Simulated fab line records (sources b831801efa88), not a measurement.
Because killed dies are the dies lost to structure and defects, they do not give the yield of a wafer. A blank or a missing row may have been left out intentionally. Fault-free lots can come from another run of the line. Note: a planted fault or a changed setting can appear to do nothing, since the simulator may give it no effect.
fab line records | flow sfqLine
record lots=6 wafers=18 lastDay=83
route steps=325 shown I5@233 C5@240
lots untouched by any fault: they come from a run of this same line in which no faults occurred
startH: start of the lot's first displayed wafer, in hours after the record's first day | waitH: time in hours since the lot's previous step | " unchanged from the row above | L1.1+2: one row covering several wafers at once | - value missing, or start not given | * or withheld: withheld | < > ~ a bound
route shown NAME@n: names a module that has steps shown in the file, with the first one's number in the route | usual: the fault-free wafers' mean and standard deviation | same: alike in all rows | chamber/n: place in a boat | sites: the reading at each site | _std_site: how widely they spread, as a standard deviation | _edge_site: the outer-site mean with the inner-site mean subtracted | radiusMm: for every site, how far away it sits from the centre of the wafer | mask NAME#n: copy n | behind: the most recent tool/chamber to have shaped the wafer | hold: why the lot was held/for how many hours/how that ended | device: names the non-switching transistor (n, p or np) | end of line: the tests these same wafers got at the end of their route | for a step that has no rows: nothing shown but its recipe | killed: dies that structure and defects cost at the first sort, which is not the same as the wafer's yield | map: the dies of a wafer, with x for killed, . for not killed, _ for no die there
set.NAME: the run value of the setting; set.NAME@STEP: its run value at that earlier step | model.NAME: the simulator's own value behind a step, which no gauge read
a table for each step, a row for each wafer; lots at some steps of the route
services: a tool's chamber out of use, with start hour (startH, from the record's first day; less than 0 if before it), hours out, and reason
## steps
# step SFQ_TRILAYER_I5_LITHO_PEB_147
# recipe pebTempC=115 pebTimeS=59.16 resist=KrF
# step SFQ_TRILAYER_I5_LITHO_DEVELOP_146
# recipe timeS=60 resist=KrF
# step SFQ_I5_OVL_MEAS_936
# usual I5_OVL=-1/5.2
# columns lot.wafer tool chamber startH waitH I5_OVL[nm]
L979.2 overlay-02 - 1619.96 0.1 4
L979.3 " - " " -4
L979.4 " - " " 0
L980.3 overlay-01 - 1621.16 0.1 7
L980.5 " - " " 5
L980.6 " - " " 2
L981.1 overlay-01 - 1623.55 0.1 -5
L981.2 " - " " -7
L981.5 " - " " -4
L989.1 overlay-01 - 1757.85 0.1 6
L989.3 " - " " 5
L989.4 " - " " 4
L990.3 overlay-01 - 1762.66 0.1 -1
L990.4 " - " " 0
L990.6 " - " " -4
L993.3 overlay-02 - 1867.89 0.1 -1
L993.4 " - " " 4
L993.5 " - " " 5
# step SFQ_TRILAYER_I5_BARC_OPEN_VIA_ETCH_200
# recipe maskMaterial=PR chemistry=O2 targetDepthNm=125 target=BARC sourceW=500 biasW=80 pressureMtorr=30 timeS=41.7
# usual drypumpMotorCurrentA=6.0/0.38 oesProductAu=0.685/0.0051
# columns lot.wafer tool chamber startH waitH drypumpMotorCurrentA oesProductAu rfHoursCounterH
L979.2 rieDiel-02 0 1619.99 0.0 6.0 0.697 19
L979.3 " 1 " " 5.0 0.690 22
L979.4 " 3 " " 6.3 0.681 16
L980.3 rieDiel-01 2 1621.19 0.0 6.0 0.678 19
L980.5 " 3 " " 5.6 0.686 -
L980.6 " 2 " " 6.0 0.680 -
L981.1 rieDiel-03 0 1623.59 0.0 5.7 0.694 5
L981.2 " 2 " " 6.3 0.686 18
L981.5 " 2 " " 6.3 0.694 -
L989.1 rieDiel-01 3 1757.88 0.0 5.6 0.693 16
L989.3 " 0 " " 5.6 0.682 16
L989.4 " 1 " " 6.3 0.683 15
L990.3 rieDiel-02 1 1762.68 0.0 5.0 0.678 1
L990.4 " 1 " " 5.0 0.692 -
L990.6 " 3 " " 6.3 0.684 -
L993.3 rieDiel-03 2 1867.91 0.0 6.4 0.679 20
L993.4 " 0 " " 5.7 0.682 -
L993.5 " 2 " " 6.3 0.686 -
# step SFQ_TRILAYER_I5_ETCH_VIA_ETCH_147
# recipe stopOn=Nb maskMaterial=PR chemistry=CHF3 targetDepthNm=360 sourceW=500 biasW=80 pressureMtorr=30 timeS=withheld
# usual drypumpMotorCurrentA=6.0/0.37 oesProductAu=0.987/0.007
# columns lot.wafer tool chamber startH waitH drypumpMotorCurrentA oesProductAu
L979.2 rieDiel-02 0 1620.03 0.0 6.1 0.995
L979.3 " 1 " " 5.0 0.987
L979.4 " 3 " " 6.3 0.984
L980.3 rieDiel-01 2 1621.23 0.0 6.0 0.992
L980.5 " 3 " " 5.6 0.992
L980.6 " 2 " " 6.0 0.994
L981.1 rieDiel-03 0 1623.63 0.0 5.7 0.989
L981.2 " 2 " " 6.3 0.982
L981.5 " 2 " " 6.3 0.977
L989.1 rieDiel-01 3 1757.92 0.0 5.6 0.992
L989.3 " 0 " " 5.6 0.989
L989.4 " 1 " " 6.3 0.983
L990.3 rieDiel-02 1 1762.72 0.0 5.0 0.990
L990.4 " 1 " " 5.0 0.993
L990.6 " 3 " " 6.3 0.999
L993.3 rieDiel-03 2 1867.95 0.0 6.3 0.972
L993.4 " 0 " " 5.7 0.987
L993.5 " 2 " " 6.3 0.977
# step SFQ_TRILAYER_I5_STRIP_STRIP_148
# recipe gas=O2 powerW=200 platenTempC=40 overashFraction=0.65 chemistry=O2 pressureMtorr=50
# usual drypumpMotorCurrentA=6.03/0.19 oesProductAu=1.004/0.0069
# columns lot.wafer tool chamber startH waitH drypumpMotorCurrentA oesProductAu rfHoursCounterH
L979.2 rieMetal-01 0 1620.18 - 6.08 1.003 52
L979.3 " 0 " " 6.10 1.002 -
L979.4 " 1 " " 6.03 1.003 -
L980.3 rieMetal-03 0 1621.58 - 5.96 1.005 -
L980.5 " 0 " " 5.96 1.006 -
L980.6 " 1 " " 6.37 1.007 -
L981.1 rieMetal-01 0 1623.78 - 6.11 1.007 52
L981.2 " 1 " " 5.98 1.011 114
L981.5 " 0 " " 6.09 1.010 -
L989.1 rieMetal-01 0 1758.07 - 6.07 1.001 72
L989.3 " 0 " " 6.08 1.001 -
L989.4 " 1 " " 6.00 1.010 -
L990.3 rieMetal-01 0 1763.07 - 6.08 0.997 -
L990.4 " 1 " " 5.98 1.006 -
L990.6 " 1 " " 5.97 1.002 -
L993.3 rieMetal-04 1 1868.30 - 6.00 1.002 -
L993.4 " 0 " " 5.80 1.011 -
L993.5 " 1 " " 6.01 1.006 -
# step SFQ_TRILAYER_I5_STRIP_SOLV_CLEAN_149
# recipe chemistry=NMP tempC=70 timeS=600
# step SFQ_TRILAYER_C5_LITHO_COAT_156
# recipe resist=BARC spinRpm=3000 resistThkNm=62
# step SFQ_TRILAYER_C5_LITHO_COAT_151
# recipe resist=KrF spinRpm=3000 resistThkNm=650
# step SFQ_TRILAYER_C5_LITHO_SOFTBAKE_155
# recipe tempC=withheld timeS=withheld resist=KrF
# step SFQ_TRILAYER_C5_LITHO_EXPOSE_152
# recipe maskId=C5 na=0.6 sourceShape=conventional sigmaOuter=0.65 targetCdNm=500 doseMj=21.3
# step SFQ_TRILAYER_C5_LITHO_PEB_154
# recipe pebTempC=115 pebTimeS=60 resist=KrF
# step SFQ_TRILAYER_C5_LITHO_DEVELOP_153
# recipe timeS=60 resist=KrF
# usual chillPlateTempC=23.03/0.12 exhaustPa=44.9/0.86
# columns lot.wafer tool chamber startH waitH chillPlateTempC exhaustPa model.KrF_of_TRILAYER_C5_LITHO_COAT_151.thkNm
L979.2 lithoTrack-04 0 1698.99 0.1 23.10 45.2 623.6
L979.3 " 0 " " 22.97 45.6 624.3
L979.4 " 0 " " 23.18 44.2 624
L980.3 lithoTrack-04 - 1709.82 0.1 - - 650.5
L980.5 " - " " - - 653.8
L980.6 " - " " - - 652.5
L981.1 lithoTrack-03 - 1710.97 0.1 - - 650.2
L981.2 " - " " - - 649.6
L981.5 " - " " - - 651.4
L989.1 lithoTrack-04 0 1839.92 0.1 23.04 44.8 624.2
L989.3 " 0 " " 23.04 45.6 625.8
L989.4 " 0 " " 22.86 43.2 623.3
L990.3 lithoTrack-04 0 1846.74 0.1 23.07 44.4 628
L990.4 " 0 " " 22.99 43.3 628.3
L990.6 " 0 " " 23.11 45.8 625.5
L993.3 lithoTrack-03 0 1871.15 0.1 22.97 45.6 624.4
L993.4 " 0 " " 23.03 45.2 620.7
L993.5 " 0 " " 22.94 44.6 623.4
# step SFQ_C5_OVL_MEAS_937
# usual C5_OVL=2/4.4
# columns lot.wafer tool chamber startH waitH C5_OVL[nm]
L979.2 overlay-01 - 1699.12 0.1 4
L979.3 " - " " 1
L979.4 " - " " 1
L980.3 overlay-02 - 1709.93 0.1 -
L980.5 " - " " -
L980.6 " - " " -
L981.1 overlay-01 - 1711.12 0.1 -
L981.2 " - " " -
L981.5 " - " " -
L989.1 overlay-02 - 1840.07 0.1 2
L989.3 " - " " -4
L989.4 " - " " 6
L990.3 overlay-02 - 1846.85 0.1 7
L990.4 " - " " -1
L990.6 " - " " 3
L993.3 overlay-01 - 1871.26 0.1 8
L993.4 " - " " 4
L993.5 " - " " 2
## services
# columns tool chamber startH hours kind
rieMetal-01 - 1617.52 2.6 repair
rieMetal-04 1 1621.07 14.7 repair
rieDiel-02 3 1639.41 3.1 repair
rieDiel-02 1 1645.47 - clean
rieDiel-02 1 1645.47 25.1 scheduledDown
rieDiel-02 1 1645.47 25.1 ventCycle
rieDiel-01 2 1669.25 - clean
rieDiel-01 2 1669.25 17.3 scheduledDown
rieDiel-01 2 1669.25 17.3 ventCycle
rieMetal-01 1 1697.43 6.2 repair
rieMetal-01 - 1702.62 10.0 pm
rieDiel-02 0 1711.31 38.1 repair
rieDiel-03 - 1733.22 1.0 repair
rieMetal-01 1 1733.57 - clean
rieMetal-01 1 1733.57 - consumableReplace:focusRing
rieMetal-04 1 1743.25 4.9 repair
rieDiel-03 2 1753.67 2.3 repair
rieDiel-02 2 1754.04 10.1 repair
rieDiel-01 3 1772.83 5.0 repair
rieDiel-01 - 1774.46 1.9 repair
rieDiel-02 2 1775.44 13.8 repair
rieMetal-03 - 1825.23 2.8 pm
rieDiel-03 2 1855.38 5.8 repair
rieDiel-03 1 1857.96 11.0 repair
## key
firstSign step=SFQ_TRILAYER_C5_LITHO_DEVELOP_153 reading=toolRecord direction=missing
effect none on later readings
modelEffect step=SFQ_TRILAYER_C5_LITHO_DEVELOP_153 value=KrF_of_TRILAYER_C5_LITHO_COAT_151.thkNm without=626 struck=651.3
metAt SFQ_TRILAYER_C5_LITHO_DEVELOP_153
struckWafers L980.3,L980.5,L980.6,L981.1,L981.2,L981.5
onsetBetween 1698.99 1709.82
fault kind=skippedStepWhole tool=lithoTrack-03,lithoTrack-04 chamber=- onsetH=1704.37 steps=SFQ_TRILAYER_C5_LITHO_DEVELOP_153 scope=struckLotsOnly
